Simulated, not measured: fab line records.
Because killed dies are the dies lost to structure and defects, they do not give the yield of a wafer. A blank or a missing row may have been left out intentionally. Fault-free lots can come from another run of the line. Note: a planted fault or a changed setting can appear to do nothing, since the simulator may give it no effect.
Matching of chambers	flow sky130	SKY_VIA2_ETCH_15 on rie_diel-03: 4 sister chambers
The step etches SiO2 in C4F8/O2/Ar, stops on TiN, target depth 546 nm, time 84 s. 8 wafers are shown with their chamber, then 11 later ones without.

## EACH WAFER AND ITS CHAMBER
wafer	chamber	oes_product_au (a.u.)	chamber_pressure_mTorr (mTorr)
L084.2	0	0.937	40.05
L085.2	3	0.942	40.01
L085.3	0	0.943	39.92
L088.3	3	0.938	40.02
L088.4	1	0.939	40.02
L089.5	1	0.943	39.95
L089.6	2	0.943	40.03
L091.2	2	0.933	40.00

## WAFERS WHOSE CHAMBER IS MISSING
wafer	oes_product_au (a.u.)	chamber_pressure_mTorr (mTorr)
L091.3	0.943	40.00
L091.5	0.943	40.02
L092.1	0.945	39.97
L092.2	0.942	39.99
L092.6	0.942	39.97
L093.1	0.936	39.96
L093.5	0.936	39.96
L093.6	0.939	40.00
L094.2	0.934	40.01
L094.4	0.938	40.01
L094.5	0.941	40.05

## THE CHAMBER EACH PASSED THROUGH
wafer	from the rows above	in truth
L091.3	can't be placed: 1 or 0 or 3 or 2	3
L091.5	can't be placed: 3 or 1 or 0 or 2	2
L092.1	can't be placed: 1 or 0 or 3 or 2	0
L092.2	can't be placed: 1 or 0 or 3 or 2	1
L092.6	can't be placed: 1 or 0 or 3 or 2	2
L093.1	can't be placed: 0 or 2 or 1 or 3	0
L093.5	can't be placed: 0 or 2 or 1 or 3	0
L093.6	can't be placed: 0 or 2 or 3 or 1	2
L094.2	can't be placed: 2 or 3 or 0 or 1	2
L094.4	can't be placed: 2 or 3 or 0 or 1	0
L094.5	can't be placed: 3 or 2 or 1 or 0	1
0 of 11 placed correctly. Not placeable from these rows: 11 (in 11, the candidates include the true chamber). 0 placed wrongly.
How it was worked out, from the rows above alone: a wafer's distance from a chamber is the root of the sum, over the readings, of the square of ((its reading less the chamber's mean) divided by the reading's scatter). The wafer belongs to the nearest chamber; if the next one is less than 2 further off, it can't be placed. The mean given for a chamber averages the wafers shown for that chamber. The scatter is the square root of a quotient: the sum, over the shown wafers, of each reading's squared deviation from its chamber's mean, divided by wafers minus chambers.
